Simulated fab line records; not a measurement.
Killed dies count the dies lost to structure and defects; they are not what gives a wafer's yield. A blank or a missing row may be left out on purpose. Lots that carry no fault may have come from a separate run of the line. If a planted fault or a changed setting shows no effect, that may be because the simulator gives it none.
What tool caused it? + flow sky130 + 39 wafers from 13 lots sampled at 4 of the route's 708 steps

== WHAT EACH GAUGE READ, for each wafer ==
SKY_CAP2M_OVL_MEAS_12. Usual: CAP2M_OVL 0.2 nm, standard deviation 1.5.
| lot  | measured     | on         | CAP2M_OVL (nm) | flag |
|------|--------------|------------|----------------|------|
| L484 | day 40 09:18 | overlay-01 | -2.6 -2.8 -4.0 |      |
| L483 | day 40 10:53 | overlay-02 | -0.2 0.6 -1.2  |      |
| L485 | day 41 02:29 | overlay-02 | -1.4 -1.4 -1.9 |      |
| L487 | day 41 22:54 | overlay-02 | 2.8 3.3 3.2    |      |
| L491 | day 43 01:52 | overlay-01 | 1.2 0.4 1.2    |      |
| L492 | day 43 06:53 | overlay-01 | -0.3 -1.7 -2.6 |      |
| L493 | day 43 11:24 | overlay-01 | 2.2 1.1 0.3    |      |
| L499 | day 45 07:55 | overlay-02 | 0.4 -0.6 -0.9  |      |
| L502 | day 45 17:54 | overlay-01 | 1.7 1.2 2.1    |      |
| L503 | day 46 03:28 | overlay-01 | 1.5 1.3 1.3    |      |
| L504 | day 46 05:11 | overlay-02 | 1.8 1.1 1.7    |      |
| L505 | day 46 07:29 | overlay-02 | 0.0 -0.8 -1.5  |      |
| L506 | day 46 13:52 | overlay-01 | -1.7 -1.2 -0.5 |      |

== TOOL THAT RAN EACH LOT (tool first, then ch and the chambers of the sampled wafers, then the start) ==
| lot  | SKY_SONOS_ONO_WET_ETCH_16      | SKY_METAL3_STRIP_19                 | SKY_VIA3_CVD_21              |
|------|--------------------------------|-------------------------------------|------------------------------|
| L484 | wetBench-04 ch 0, day 12 17:38 | plasmaAsher-03 ch 0,1, day 38 05:50 | cvdW-02 ch 0,1, day 39 08:46 |
| L483 | wetBench-04 ch 2, day 12 17:53 | plasmaAsher-03 ch 0,1, day 38 06:59 | cvdW-02 ch 0,1, day 39 09:56 |
| L485 | wetBench-03 ch 1, day 13 10:56 | plasmaAsher-03 ch 0,1, day 38 22:50 | cvdW-02 ch 0,1, day 40 01:20 |
| L487 | wetBench-04 ch 2, day 14 04:59 | plasmaAsher-03 ch 0,1, day 39 19:50 | cvdW-01 ch 0,1, day 40 21:30 |
| L491 | wetBench-04 ch 3, day 15 11:01 | plasmaAsher-04 ch 0,1, day 40 23:35 | cvdW-02 ch 0, day 42 02:09   |
| L492 | wetBench-03 ch 3, day 15 15:22 | plasmaAsher-04 ch 0,1, day 41 04:52 | cvdW-01 ch 0,1, day 42 07:20 |
| L493 | wetBench-04 ch 0, day 16 05:20 | plasmaAsher-04 ch 0,1, day 41 07:44 | cvdW-01 ch 1, day 42 12:01   |
| L499 | wetBench-02 ch 0, day 18 11:55 | plasmaAsher-01 ch 0,1, day 43 10:34 | cvdW-01 ch 0,1, day 44 10:17 |
| L502 | wetBench-03 ch 0, day 19 10:25 | plasmaAsher-01 ch 0,1, day 43 22:10 | cvdW-02 ch 0,1, day 44 20:46 |
| L503 | wetBench-04 ch 0, day 19 21:04 | plasmaAsher-04 ch 0,1, day 44 06:34 | cvdW-02 ch 0,1, day 45 05:20 |
| L504 | wetBench-02 ch 1, day 19 21:11 | plasmaAsher-03 ch 0,1, day 44 08:46 | cvdW-01 ch 0,1, day 45 06:59 |
| L505 | wetBench-04 ch 2, day 20 05:07 | plasmaAsher-04 ch 0,1, day 44 11:43 | cvdW-01 ch 0,1, day 45 10:08 |
| L506 | wetBench-04 ch 3, day 20 20:04 | plasmaAsher-04 ch 0,1, day 44 18:31 | cvdW-01 ch 0,1, day 45 16:35 |
- SKY_SONOS_ONO_WET_ETCH_16: etches SiO2 in dHF, target depth 14 nm, time 280 s.
- SKY_METAL3_STRIP_19: strips in O2/N2.
- SKY_VIA3_CVD_21: deposits W, target thk 390 nm, time 117.31 s.

== WHAT THE TOOLS THEMSELVES READ (means of the sampled wafers that have a number; where no wafer has one, the mark that the record gives instead) ==
SKY_METAL3_STRIP_19. Usual: drypumpMotorCurrentA 5.7 A, standard deviation 0.51; oesProductAu 0.499 a.u., standard deviation 0.0056; stripTimeToEndpointS 6.47 s, standard deviation 0.087.
| lot  | tool           | drypumpMotorCurrentA (A) | oesProductAu (a.u.) | stripTimeToEndpointS (s) | flag |
|------|----------------|--------------------------|---------------------|--------------------------|------|
| L484 | plasmaAsher-03 | 5.6                      | 0.491               | 6.34                     |      |
| L483 | plasmaAsher-03 | 5.7                      | 0.495               | 6.45                     |      |
| L485 | plasmaAsher-03 | 5.3                      | 0.504               | 6.50                     |      |
| L487 | plasmaAsher-03 | 5.3                      | 0.504               | 6.56                     |      |
| L491 | plasmaAsher-04 | 5.9                      | 0.502               | 6.55                     |      |
| L492 | plasmaAsher-04 | 6.0                      | 0.498               | 6.46                     |      |
| L493 | plasmaAsher-04 | 5.7                      | 0.500               | 6.52                     |      |
| L499 | plasmaAsher-01 | 5.9                      | 0.502               | 6.54                     |      |
| L502 | plasmaAsher-01 | 5.9                      | 0.502               | 6.55                     |      |
| L503 | plasmaAsher-04 | 5.7                      | 0.500               | 6.50                     |      |
| L504 | plasmaAsher-03 | 5.3                      | 0.497               | 6.45                     |      |
| L505 | plasmaAsher-04 | 6.0                      | 0.494               | 6.44                     |      |
| L506 | plasmaAsher-04 | 5.9                      | 0.498               | 6.45                     |      |

SKY_VIA3_CVD_21. Usual: chamberPressureTorr 39.99 Torr, standard deviation 0.09; heaterPowerW 893 W, standard deviation 87.
| lot  | tool    | chamberPressureTorr (Torr) | heaterPowerW (W) | flag |
|------|---------|----------------------------|------------------|------|
| L484 | cvdW-02 | 40.07                      | 952              |      |
| L483 | cvdW-02 | 39.94                      | 950              |      |
| L485 | cvdW-02 | 40.08                      | 882              |      |
| L487 | cvdW-01 | 40.01                      | 891              |      |
| L491 | cvdW-02 | 40.11                      | 811              |      |
| L492 | cvdW-01 | 40.02                      | 904              |      |
| L493 | cvdW-01 | 40.00                      | 822              |      |
| L499 | cvdW-01 | 40.07                      | 914              |      |
| L502 | cvdW-02 | 40.01                      | 968              |      |
| L503 | cvdW-02 | 39.90                      | 892              |      |
| L504 | cvdW-01 | 39.97                      | 908              |      |
| L505 | cvdW-01 | 39.89                      | 906              |      |
| L506 | cvdW-01 | 40.00                      | 879              |      |

== THE ANSWER, worked out from the rows above alone ==
Rule: take the mean of a lot's wafers that have a number; if it is more than 3 standard deviations from the usual mean, the lot is off. A lot without any number at a reading at which 4 lots or more have one is off too. The other lots that the step has rows for count as sound. After the gauges, taken in route order, come the tools' own readings; for these a lot's mean is taken, as printed above. At the first step where some lot is off, the reading lying furthest off is the one used; lots without a number count as furthest.
Across all readings shown, no lot is off: no conclusion can be drawn from this.

== WHAT WAS PUT IN BY THE SIMULATOR ==
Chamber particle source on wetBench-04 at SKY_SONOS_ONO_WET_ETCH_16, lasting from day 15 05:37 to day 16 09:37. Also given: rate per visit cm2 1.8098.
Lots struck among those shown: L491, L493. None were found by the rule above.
